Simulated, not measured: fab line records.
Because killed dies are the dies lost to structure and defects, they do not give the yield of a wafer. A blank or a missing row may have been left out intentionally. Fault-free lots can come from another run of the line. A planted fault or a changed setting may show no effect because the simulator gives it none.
fab line records	flow sky130
record: lots: 24	wafers: 72	last-day: 50
route steps=708 shown VT_ADJUST_LVTN@117 VT_ADJUST_PCH@153 SONOS_TUNNEL@161 SONOS_ONO@183 RES_PROTECT@215 LDD_LDN@296
lots that met no fault: from a run of the same line without faults
start-h: start of the lot's first displayed wafer, in hours after the record's first day	wait-h: hours from the lot's prior step to this one	" same as the row above	L1.1+2: several wafers, shown together as one row	- no value, or no start given	* or withheld: withheld	< > ~ a bound
route shown NAME@n: NAME is a module with steps in the file, n the number in the route of the first one	usual: the fault-free wafers' mean and standard deviation	same: alike in all rows	chamber/n: place in a boat	sites: each site's reading	_std_site: their standard deviation	_edge_site: the outer-site mean with the inner-site mean subtracted	radius-mm: for every site, how far away it sits from the centre of the wafer	mask NAME#n: copy n	behind: the most recent tool/chamber to have shaped the wafer	hold: cause of the lot's hold/its duration in hours/its outcome	device: the n, p or np transistor that did not switch	end of line: tests of these same wafers at the route's end	for a step that has no rows: nothing shown but its recipe	killed: dies that structure and defects cost at the first sort, which is not the same as the wafer's yield	map: the dies of a wafer, with x for killed, . for not killed, _ for no die there
set.NAME: the run value of the setting; set.NAME@STEP: its run value at that earlier step	model.NAME: the simulator's own value behind a step, which no gauge read
steps of the route over a sample of lots; a table a step, a row a wafer
services: a tool's chamber out of use, with start hour (start-h, from the record's first day; less than 0 if before it), hours out, and reason
== steps ==
step: SKY_VT_ADJUST_LVTN_STRIP_20
recipe: chemistry: O2/N2	power-w: 1400	pressure-mtorr: 1500	platen-temp-c: withheld	o2-flow-sccm: 3000	n2-flow-sccm: 300	overash-fraction: 0.5
usual: drypump-motor-current-A: 6.1/0.52	oes-product-au: 0.715/0.0047	strip-time-to-endpoint-s: 14.19/0.038
lot.wafer	tool	chamber	start-h	wait-h	drypump-motor-current-A	oes-product-au	rf-hours-counter-h	strip-time-to-endpoint-s
L074.3	plasma-asher-02	1	162.22	0.1	6.6	0.713	-	14.17
L074.5	"	1	"	"	6.5	0.718	-	14.18
L074.6	"	0	"	"	5.2	0.719	-	14.22
L075.3	plasma-asher-01	1	163.84	0.1	6.5	0.714	-	14.17
L075.5	"	1	"	"	6.5	0.716	-	14.16
L075.6	"	0	"	"	5.8	0.722	-	14.18
L076.2	plasma-asher-03	1	171.27	0.1	5.5	0.715	34	14.21
L076.4	"	1	"	"	5.5	0.713	-	14.19
L076.6	"	1	"	"	5.5	0.709	-	14.20
L077.1	plasma-asher-02	0	172.92	0.1	5.2	0.707	50	14.17
L077.4	"	1	"	"	6.5	0.716	-	14.14
L077.5	"	0	"	"	5.2	0.719	-	14.16
L078.1	plasma-asher-01	0	178.97	0.1	5.8	0.721	51	14.27
L078.4	"	1	"	"	6.5	0.724	-	14.23
L078.5	"	0	"	"	5.8	0.719	-	14.24
L079.2	plasma-asher-03	0	192.31	0.1	6.7	0.719	36	14.15
L079.5	"	0	"	"	6.6	0.710	-	14.16
L079.6	"	1	"	"	5.4	0.709	-	14.16
L080.1	plasma-asher-01	0	193.72	0.1	5.8	0.719	52	14.21
L080.3	"	0	"	"	5.8	0.709	-	14.20
L080.4	"	1	"	"	6.4	0.718	-	14.21
L081.3	plasma-asher-03	1	198.44	0.1	5.5	0.712	-	14.21
L081.4	"	0	"	"	6.7	0.713	-	14.20
L081.6	"	1	"	"	5.5	0.716	-	14.19
L082.3	plasma-asher-01	0	206.34	0.1	5.8	0.715	-	14.15
L082.4	"	1	"	"	6.5	0.719	-	14.12
L082.6	"	1	"	"	6.5	0.708	-	14.19
L083.1	plasma-asher-02	0	215.49	0.1	5.2	0.712	54	14.19
L083.2	"	1	"	"	6.5	0.714	54	14.15
L083.4	"	1	"	"	6.5	0.715	-	14.12
L084.1	plasma-asher-03	0	223.82	0.1	6.7	0.712	39	14.17
L084.2	"	1	"	"	5.5	0.713	39	14.11
L084.4	"	0	"	"	6.7	0.712	-	14.16
L085.1	plasma-asher-01	0	229.02	0.1	5.8	0.714	55	14.20
L085.4	"	1	"	"	6.5	0.710	-	14.21
L085.5	"	1	"	"	6.5	0.712	-	14.20
L086.2	plasma-asher-03	1	237.07	0.1	5.5	0.720	40	14.20
L086.4	"	1	"	"	5.5	0.719	-	14.16
L086.5	"	0	"	"	6.7	0.713	-	14.19
L087.1	plasma-asher-01	0	242.69	0.1	5.8	0.713	57	14.17
L087.3	"	1	"	"	6.5	0.724	-	14.17
L087.5	"	0	"	"	5.8	0.706	-	14.17
L088.1	plasma-asher-02	1	249.76	0.1	6.6	0.713	58	14.26
L088.3	"	1	"	"	6.6	0.729	-	14.18
L088.4	"	0	"	"	5.2	0.712	-	14.19
L089.1	plasma-asher-01	0	252.81	0.1	5.8	0.720	58	14.25
L089.4	"	1	"	"	6.5	0.715	-	14.26
L089.5	"	0	"	"	5.8	0.718	-	14.27
L090.1	plasma-asher-03	1	262.04	0.1	5.5	0.715	43	14.23
L090.4	"	1	"	"	5.5	0.710	-	14.19
L090.5	"	1	"	"	5.5	0.711	-	14.19
L091.2	plasma-asher-03	0	273.34	0.1	6.6	0.719	44	14.23
L091.3	"	1	"	"	5.5	0.720	-	14.23
L091.4	"	0	"	"	6.7	0.723	-	14.18
L092.4	plasma-asher-03	0	281.32	0.1	6.7	0.715	-	14.16
L092.5	"	1	"	"	5.4	0.716	-	14.19
L092.6	"	0	"	"	6.7	0.710	-	14.15
L097.1	plasma-asher-01	0	328.37	0.1	5.8	0.716	65	14.15
L097.2	"	1	"	"	6.5	0.710	65	14.14
L097.4	"	0	"	"	5.8	0.711	-	14.16
L094.3	plasma-asher-01	1	329.33	0.1	6.5	0.717	-	14.16
L094.4	"	0	"	"	5.8	0.717	-	14.13
L094.6	"	1	"	"	6.5	0.720	-	14.15
L095.1	plasma-asher-01	0	329.92	0.1	5.8	0.716	65	14.25
L095.3	"	0	"	"	5.8	0.711	-	14.24
L095.6	"	1	"	"	6.5	0.708	-	14.24
L096.2	plasma-asher-01	1	330.57	0.1	6.5	0.721	65	14.20
L096.3	"	0	"	"	5.8	0.714	-	14.22
L096.4	"	1	"	"	6.5	0.712	-	14.16
L093.2	plasma-asher-03	1	331.34	0.1	5.5	0.713	50	14.23
L093.5	"	0	"	"	6.7	0.730	-	14.24
L093.6	"	1	"	"	5.5	0.716	-	14.21
step: SKY_VT_ADJUST_PCH_TW_MEAS_10
usual: VT_ADJUST_PCH_TW: 142.8/1.1
lot.wafer	tool	chamber	start-h	wait-h	VT_ADJUST_PCH_TW
L074.3	film-metro-04	-	225.84	0.1	143.5
L074.5	"	-	"	"	142.7
L074.6	"	-	"	"	142.5
L075.3	film-metro-03	-	228.04	0.1	142.2
L075.5	"	-	"	"	141.5
L075.6	"	-	"	"	140.8
L076.2	film-metro-04	-	236.90	0.1	143.5
L076.4	"	-	"	"	142.7
L076.6	"	-	"	"	143.4
L077.1	film-metro-03	-	238.02	0.1	142.0
L077.4	"	-	"	"	141.3
L077.5	"	-	"	"	141.8
L078.1	film-metro-03	-	243.14	0.1	141.3
L078.4	"	-	"	"	141.8
L078.5	"	-	"	"	142.3
L079.2	film-metro-04	-	261.23	0.1	143.8
L079.5	"	-	"	"	143.8
L079.6	"	-	"	"	143.2
L080.1	film-metro-04	-	262.61	0.1	143.3
L080.3	"	-	"	"	143.6
L080.4	"	-	"	"	143.9
L081.3	film-metro-03	-	267.36	0.1	141.9
L081.4	"	-	"	"	141.7
L081.6	"	-	"	"	141.7
L082.3	film-metro-03	-	276.21	0.1	141.7
L082.4	"	-	"	"	141.4
L082.6	"	-	"	"	142.2
L083.1	film-metro-04	-	286.27	0.1	144.1
L083.2	"	-	"	"	144.3
L083.4	"	-	"	"	143.0
L084.1	film-metro-04	-	294.81	0.1	143.2
L084.2	"	-	"	"	142.9
L084.4	"	-	"	"	143.2
L085.1	film-metro-04	-	301.94	0.1	143.8
L085.4	"	-	"	"	143.8
L085.5	"	-	"	"	143.6
L086.2	film-metro-04	-	310.72	0.1	143.1
L086.4	"	-	"	"	143.8
L086.5	"	-	"	"	143.4
L087.1	film-metro-04	-	317.21	0.1	143.5
L087.3	"	-	"	"	143.8
L087.5	"	-	"	"	144.1
L088.1	film-metro-04	-	326.16	0.1	144.0
L088.3	"	-	"	"	144.2
L088.4	"	-	"	"	143.7
L089.1	film-metro-04	-	328.89	0.1	143.4
L089.4	"	-	"	"	143.5
L089.5	"	-	"	"	143.1
L090.1	film-metro-04	-	338.84	0.1	143.3
L090.4	"	-	"	"	143.7
L090.5	"	-	"	"	143.4
L091.2	film-metro-03	-	351.08	0.1	141.8
L091.3	"	-	"	"	141.5
L091.4	"	-	"	"	141.0
L092.4	film-metro-04	-	360.65	0.1	144.5
L092.5	"	-	"	"	143.6
L092.6	"	-	"	"	144.0
L097.1	film-metro-03	-	413.42	0.1	140.8
L097.2	"	-	"	"	142.4
L097.4	"	-	"	"	141.5
L094.3	film-metro-04	-	415.41	0.1	143.5
L094.4	"	-	"	"	143.3
L094.6	"	-	"	"	143.3
L095.1	film-metro-03	-	415.92	0.1	141.4
L095.3	"	-	"	"	141.8
L095.6	"	-	"	"	141.5
L096.2	film-metro-03	-	416.80	0.1	141.1
L096.3	"	-	"	"	141.1
L096.4	"	-	"	"	141.5
L093.2	film-metro-04	-	417.32	0.1	143.4
L093.5	"	-	"	"	143.6
L093.6	"	-	"	"	143.2
step: SKY_SONOS_TUNNEL_CD_MEAS_07
recipe: target-cd-nm: 410
usual: cd-nm: 409.4/2.4
lot.wafer	tool	chamber	start-h	wait-h	cd-nm
L074.3	cd-sem-02	-	249.31	0.1	408.2
L074.5	"	-	"	"	409.5
L074.6	"	-	"	"	410.1
L075.3	cd-sem-02	-	250.57	0.1	414.6
L075.5	"	-	"	"	415.1
L075.6	"	-	"	"	413.4
L076.2	cd-sem-01	-	260.17	0.1	412.4
L076.4	"	-	"	"	410.6
L076.6	"	-	"	"	409.8
L077.1	cd-sem-02	-	261.37	0.1	412.4
L077.4	"	-	"	"	415.0
L077.5	"	-	"	"	414.5
L078.1	cd-sem-01	-	266.70	0.1	411.6
L078.4	"	-	"	"	409.0
L078.5	"	-	"	"	410.1
L079.2	cd-sem-01	-	284.62	0.1	407.7
L079.5	"	-	"	"	408.0
L079.6	"	-	"	"	407.8
L080.1	cd-sem-02	-	286.78	0.1	411.0
L080.3	"	-	"	"	410.2
L080.4	"	-	"	"	410.6
L081.3	cd-sem-02	-	292.11	0.1	408.6
L081.4	"	-	"	"	409.3
L081.6	"	-	"	"	408.1
L082.3	cd-sem-01	-	300.96	0.1	409.9
L082.4	"	-	"	"	410.2
L082.6	"	-	"	"	408.1
L083.1	cd-sem-02	-	310.70	0.1	410.3
L083.2	"	-	"	"	408.9
L083.4	"	-	"	"	409.7
L084.1	cd-sem-02	-	320.88	0.1	408.8
L084.2	"	-	"	"	410.9
L084.4	"	-	"	"	410.3
L085.1	cd-sem-01	-	327.47	0.1	409.4
L085.4	"	-	"	"	407.9
L085.5	"	-	"	"	406.3
L086.2	cd-sem-01	-	337.01	0.2	408.9
L086.4	"	-	"	"	405.2
L086.5	"	-	"	"	406.3
L087.1	cd-sem-02	-	343.87	0.1	412.8
L087.3	"	-	"	"	409.8
L087.5	"	-	"	"	409.6
L088.1	cd-sem-02	-	352.75	0.1	403.9
L088.3	"	-	"	"	404.7
L088.4	"	-	"	"	406.5
L089.1	cd-sem-01	-	355.82	0.1	408.1
L089.4	"	-	"	"	407.3
L089.5	"	-	"	"	409.2
L090.1	cd-sem-01	-	366.23	0.1	412.6
L090.4	"	-	"	"	411.0
L090.5	"	-	"	"	413.0
L091.2	cd-sem-01	-	378.42	0.1	404.9
L091.3	"	-	"	"	407.7
L091.4	"	-	"	"	407.6
L092.4	cd-sem-02	-	388.96	0.1	409.3
L092.5	"	-	"	"	409.3
L092.6	"	-	"	"	408.2
L097.1	cd-sem-02	-	444.27	0.1	409.9
L097.2	"	-	"	"	409.8
L097.4	"	-	"	"	409.7
L094.3	cd-sem-02	-	446.94	0.1	405.8
L094.4	"	-	"	"	406.2
L094.6	"	-	"	"	404.2
L095.1	cd-sem-02	-	447.32	0.1	409.9
L095.3	"	-	"	"	411.0
L095.6	"	-	"	"	409.8
L096.2	cd-sem-01	-	448.22	0.1	407.0
L096.3	"	-	"	"	406.7
L096.4	"	-	"	"	406.7
L093.2	cd-sem-02	-	448.55	0.1	411.6
L093.5	"	-	"	"	413.0
L093.6	"	-	"	"	410.8
step: SKY_SONOS_ONO_ETCH_15
recipe: target-depth-nm: 19.52	chemistry: CHF3/O2	source-w: 612.5	bias-w: 200	pressure-mtorr: 40	chf3-flow-sccm: 50	O2_flow_sccm: 5	time-s: 7.8
usual: drypump-motor-current-A: 5.7/0.38	oes-product-au: 1.007/0.013	throttle-valve-pct: 8.827/0.0085
same: time-s: 7.8
lot.wafer	tool	chamber	start-h	wait-h	drypump-motor-current-A	oes-product-au	rf-hours-counter-h	throttle-valve-pct
L074.3	rie-diel-02	2	278.14	0.0	5.7	1.012	2	8.845
L074.5	"	1	"	"	6.3	0.989	-	8.817
L074.6	"	2	"	"	5.8	1.023	-	8.828
L075.3	rie-diel-03	0	281.06	0.0	5.7	1.029	98	8.829
L075.5	"	2	"	"	5.7	1.017	-	8.821
L075.6	"	3	"	"	5.8	1.000	-	8.816
L076.2	rie-diel-01	2	288.89	0.0	5.7	1.018	6	8.824
L076.4	"	1	"	"	5.7	1.006	3	8.826
L076.6	"	0	"	"	6.3	1.021	-	8.845
L077.1	rie-diel-03	1	292.74	0.0	6.4	1.004	0	8.824
L077.4	"	3	"	"	5.8	0.998	89	8.824
L077.5	"	2	"	"	5.7	1.008	-	8.832
L078.1	rie-diel-01	3	298.44	0.0	5.7	1.000	35	8.832
L078.4	"	0	"	"	6.3	1.014	121	8.828
L078.5	"	3	"	"	5.6	1.004	-	8.833
L079.2	rie-diel-03	2	315.84	0.0	5.8	0.998	4	8.832
L079.5	"	2	"	"	5.7	1.003	-	8.830
L079.6	"	3	"	"	5.7	1.005	-	8.832
L080.1	rie-diel-02	1	317.24	0.0	6.3	1.000	8	8.816
L080.3	"	0	"	"	5.5	1.025	12	8.823
L080.4	"	3	"	"	5.0	1.009	-	8.832
L081.3	rie-diel-02	0	327.29	0.0	5.5	1.023	12	8.816
L081.4	"	1	"	"	6.3	1.003	8	8.824
L081.6	"	3	"	"	5.0	1.011	-	8.814
L082.3	rie-diel-01	3	333.64	0.0	5.6	1.002	35	8.814
L082.4	"	3	"	"	5.6	1.001	-	8.828
L082.6	"	2	"	"	5.6	1.017	-	8.821
L083.1	rie-diel-02	3	348.11	0.0	5.0	1.008	8	8.818
L083.2	"	1	"	"	6.3	0.998	8	8.824
L083.4	"	2	"	"	5.7	1.013	3	8.837
L084.1	rie-diel-02	3	356.19	0.0	5.0	0.993	8	8.835
L084.2	"	2	"	"	5.7	1.022	3	8.828
L084.4	"	1	"	"	6.3	0.979	8	8.822
L085.1	rie-diel-02	2	359.36	0.0	5.7	1.018	3	8.847
L085.4	"	0	"	"	5.6	1.018	13	8.833
L085.5	"	0	"	"	5.5	1.032	-	8.839
L086.2	rie-diel-01	2	370.81	0.0	5.7	1.025	7	8.814
L086.4	"	1	"	"	5.7	1.019	5	8.829
L086.5	"	3	"	"	5.6	1.018	-	8.830
L087.1	rie-diel-02	2	376.76	0.0	5.7	0.997	3	8.832
L087.3	"	0	"	"	5.5	1.016	13	8.818
L087.5	"	2	"	"	5.7	1.002	-	8.833
L088.1	rie-diel-01	0	385.44	0.0	6.3	1.013	1	8.839
L088.3	"	2	"	"	5.6	1.032	7	8.832
L088.4	"	1	"	"	5.7	1.004	5	8.820
L089.1	rie-diel-03	0	392.21	0.0	5.7	1.017	100	8.816
L089.4	"	1	"	"	6.4	1.021	2	8.833
L089.5	"	1	"	"	6.4	1.008	-	8.834
L090.1	rie-diel-01	0	400.04	0.0	6.3	1.020	1	8.830
L090.4	"	2	"	"	5.7	1.019	8	8.818
L090.5	"	1	"	"	5.7	0.992	-	8.823
L091.2	rie-diel-02	1	415.44	0.0	6.3	0.978	9	8.828
L091.3	"	2	"	"	5.7	1.020	4	8.827
L091.4	"	3	"	"	5.0	0.994	9	8.820
L092.4	rie-diel-02	3	425.96	0.0	5.0	0.995	9	8.819
L092.5	"	1	"	"	6.3	0.972	-	8.826
L092.6	"	2	"	"	5.7	1.013	-	8.839
L097.1	rie-diel-02	1	477.99	0.0	6.3	0.983	11	8.844
L097.2	"	0	"	"	5.6	1.021	15	8.827
L097.4	"	3	"	"	5.0	0.998	10	8.808
L094.3	rie-diel-03	2	480.79	0.0	5.7	1.011	8	8.833
L094.4	"	0	"	"	5.7	1.008	0	8.818
L094.6	"	3	"	"	5.8	0.990	-	8.827
L095.1	rie-diel-02	2	483.96	0.0	5.7	1.018	5	8.833
L095.3	"	0	"	"	5.6	1.010	15	8.836
L095.6	"	1	"	"	6.3	0.990	-	8.826
L093.2	rie-diel-01	1	484.26	0.0	5.7	0.995	7	8.824
L093.5	"	1	"	"	5.7	0.992	-	8.826
L093.6	"	2	"	"	5.7	1.026	-	8.817
L096.2	rie-diel-02	1	486.04	0.0	6.3	0.989	11	8.842
L096.3	"	0	"	"	5.5	1.007	15	8.824
L096.4	"	3	"	"	5.0	0.991	10	8.830
step: SKY_RES_PROTECT_TW_MEAS_08
usual: POLY_GATE_TW: 4029/29
lot.wafer	tool	chamber	start-h	wait-h	POLY_GATE_TW
L074.3	film-metro-04	-	334.26	0.1	4078
L074.5	"	-	"	"	4072
L074.6	"	-	"	"	4071
L075.3	film-metro-01	-	338.47	0.1	3995
L075.5	"	-	"	"	3997
L075.6	"	-	"	"	3997
L076.2	film-metro-01	-	345.12	0.1	4005
L076.4	"	-	"	"	4009
L076.6	"	-	"	"	4029
L077.1	film-metro-04	-	355.42	0.1	4041
L077.4	"	-	"	"	4048
L077.5	"	-	"	"	4050
L078.1	film-metro-04	-	359.37	0.1	4061
L078.4	"	-	"	"	4056
L078.5	"	-	"	"	4050
L079.2	film-metro-01	-	379.96	0.1	3998
L079.5	"	-	"	"	4012
L079.6	"	-	"	"	4004
L080.1	film-metro-01	-	380.14	0.1	4027
L080.3	"	-	"	"	4012
L080.4	"	-	"	"	4013
L081.3	film-metro-01	-	389.74	0.1	4018
L081.4	"	-	"	"	4013
L081.6	"	-	"	"	3994
L082.3	film-metro-04	-	394.72	0.1	4041
L082.4	"	-	"	"	4030
L082.6	"	-	"	"	4044
L083.1	film-metro-01	-	411.02	0.1	4017
L083.2	"	-	"	"	3994
L083.4	"	-	"	"	4032
L084.1	film-metro-04	-	422.25	0.1	4050
L084.2	"	-	"	"	4063
L084.4	"	-	"	"	4056
L085.1	film-metro-04	-	424.67	0.1	4059
L085.4	"	-	"	"	4045
L085.5	"	-	"	"	4069
L086.2	film-metro-04	-	436.28	0.1	4073
L086.4	"	-	"	"	4046
L086.5	"	-	"	"	4053
L087.1	film-metro-02	-	442.50	0.1	3999
L087.3	"	-	"	"	3995
L087.5	"	-	"	"	3977
L088.1	film-metro-01	-	452.44	0.1	4057
L088.3	"	-	"	"	3999
L088.4	"	-	"	"	4025
L089.1	film-metro-04	-	462.67	0.1	4025
L089.4	"	-	"	"	4017
L089.5	"	-	"	"	4018
L090.1	film-metro-02	-	467.50	0.1	4034
L090.4	"	-	"	"	4029
L090.5	"	-	"	"	4005
L091.2	film-metro-04	-	484.03	0.1	4041
L091.3	"	-	"	"	4042
L091.4	"	-	"	"	4038
L092.4	film-metro-01	-	499.90	0.1	4045
L092.5	"	-	"	"	4037
L092.6	"	-	"	"	4050
L097.1	film-metro-04	-	543.82	0.1	4059
L097.2	"	-	"	"	4069
L097.4	"	-	"	"	4077
L094.3	film-metro-02	-	545.51	0.1	3994
L094.4	"	-	"	"	3979
L094.6	"	-	"	"	3976
L095.1	film-metro-01	-	548.12	0.1	4014
L095.3	"	-	"	"	3993
L095.6	"	-	"	"	3997
L093.2	film-metro-02	-	550.26	0.1	4012
L093.5	"	-	"	"	3988
L093.6	"	-	"	"	3973
L096.2	film-metro-04	-	551.10	0.1	4074
L096.3	"	-	"	"	4065
L096.4	"	-	"	"	4064
step: SKY_LDD_LDN_OVL_MEAS_07
usual: LDD_LDN_OVL: 1.1/1.4
lot.wafer	tool	chamber	start-h	wait-h	LDD_LDN_OVL[nm]
L074.3	overlay-02	-	517.21	0.1	1.3
L074.5	"	-	"	"	-0.5
L074.6	"	-	"	"	0.0
L075.3	overlay-02	-	524.46	0.1	2.2
L075.5	"	-	"	"	2.2
L075.6	"	-	"	"	0.6
L076.2	overlay-01	-	529.19	0.1	0.4
L076.4	"	-	"	"	0.1
L076.6	"	-	"	"	1.4
L077.1	overlay-01	-	542.04	0.1	1.6
L077.4	"	-	"	"	2.3
L077.5	"	-	"	"	1.9
L078.1	overlay-01	-	549.94	0.1	3.5
L078.4	"	-	"	"	4.4
L078.5	"	-	"	"	3.2
L079.2	overlay-01	-	567.59	0.1	1.6
L079.5	"	-	"	"	-0.3
L079.6	"	-	"	"	0.7
L080.1	overlay-02	-	567.65	0.1	2.9
L080.3	"	-	"	"	2.6
L080.4	"	-	"	"	0.2
L081.3	overlay-01	-	576.30	0.1	0.1
L081.4	"	-	"	"	0.5
L081.6	"	-	"	"	0.8
L082.3	overlay-01	-	585.76	0.1	1.1
L082.4	"	-	"	"	0.2
L082.6	"	-	"	"	1.8
L083.1	overlay-02	-	600.20	0.1	2.0
L083.2	"	-	"	"	3.3
L083.4	"	-	"	"	3.1
L084.1	overlay-01	-	611.69	0.1	-0.3
L084.2	"	-	"	"	2.1
L084.4	"	-	"	"	-0.5
L085.1	overlay-01	-	613.83	0.1	-0.1
L085.4	"	-	"	"	-1.3
L085.5	"	-	"	"	1.2
L086.2	overlay-02	-	621.74	0.1	-0.7
L086.4	"	-	"	"	1.2
L086.5	"	-	"	"	-0.2
L087.1	overlay-02	-	628.10	0.1	2.2
L087.3	"	-	"	"	1.3
L087.5	"	-	"	"	2.6
L088.1	overlay-02	-	637.63	0.1	1.0
L088.3	"	-	"	"	3.0
L088.4	"	-	"	"	0.2
L089.1	overlay-01	-	646.79	0.1	-0.2
L089.4	"	-	"	"	-0.6
L089.5	"	-	"	"	-1.5
L090.1	overlay-01	-	648.98	0.1	2.9
L090.4	"	-	"	"	1.5
L090.5	"	-	"	"	1.5
L091.2	overlay-01	-	665.99	0.1	0.5
L091.3	"	-	"	"	1.9
L091.4	"	-	"	"	3.2
L092.4	overlay-02	-	680.92	0.1	0.3
L092.5	"	-	"	"	-0.3
L092.6	"	-	"	"	0.0
L097.1	overlay-02	-	723.29	0.1	1.6
L097.2	"	-	"	"	2.3
L097.4	"	-	"	"	2.9
L094.3	overlay-02	-	723.49	0.1	3.1
L094.4	"	-	"	"	3.4
L094.6	"	-	"	"	0.7
L095.1	overlay-01	-	725.78	0.1	-2.0
L095.3	"	-	"	"	0.7
L095.6	"	-	"	"	0.3
L093.2	overlay-01	-	727.24	0.1	0.7
L093.5	"	-	"	"	-0.7
L093.6	"	-	"	"	1.3
L096.2	overlay-01	-	732.01	0.1	0.2
L096.3	"	-	"	"	0.1
L096.4	"	-	"	"	-1.1
== services ==
tool	chamber	start-h	hours	kind
rie-diel-03	-	150.34	2.1	repair
rie-diel-01	1	155.07	10.1	repair
rie-diel-03	0	155.26	4.4	repair
plasma-asher-01	-	157.31	2.8	pm
rie-diel-02	2	167.33	-	clean
rie-diel-02	2	167.33	24.7	scheduled-down
rie-diel-02	2	167.33	24.7	vent-cycle
rie-diel-03	-	183.05	0.3	repair
rie-diel-02	-	217.87	2.4	repair
rie-diel-03	1	273.54	-	clean
rie-diel-01	0	276.66	5.1	repair
rie-diel-03	1	300.41	2.4	repair
rie-diel-02	2	312.31	10.0	repair
rie-diel-03	-	319.88	0.6	repair
rie-diel-01	0	327.85	-	clean
rie-diel-01	0	327.85	11.4	scheduled-down
rie-diel-01	0	327.85	11.4	vent-cycle
plasma-asher-01	-	345.93	9.1	repair
rie-diel-03	2	373.37	2.9	repair
plasma-asher-02	-	392.10	28.5	pm
plasma-asher-02	-	421.25	9.0	pm
plasma-asher-02	-	444.95	3.9	repair
rie-diel-01	-	461.60	0.4	repair
rie-diel-02	0	472.11	1.7	repair
== key ==
fault none
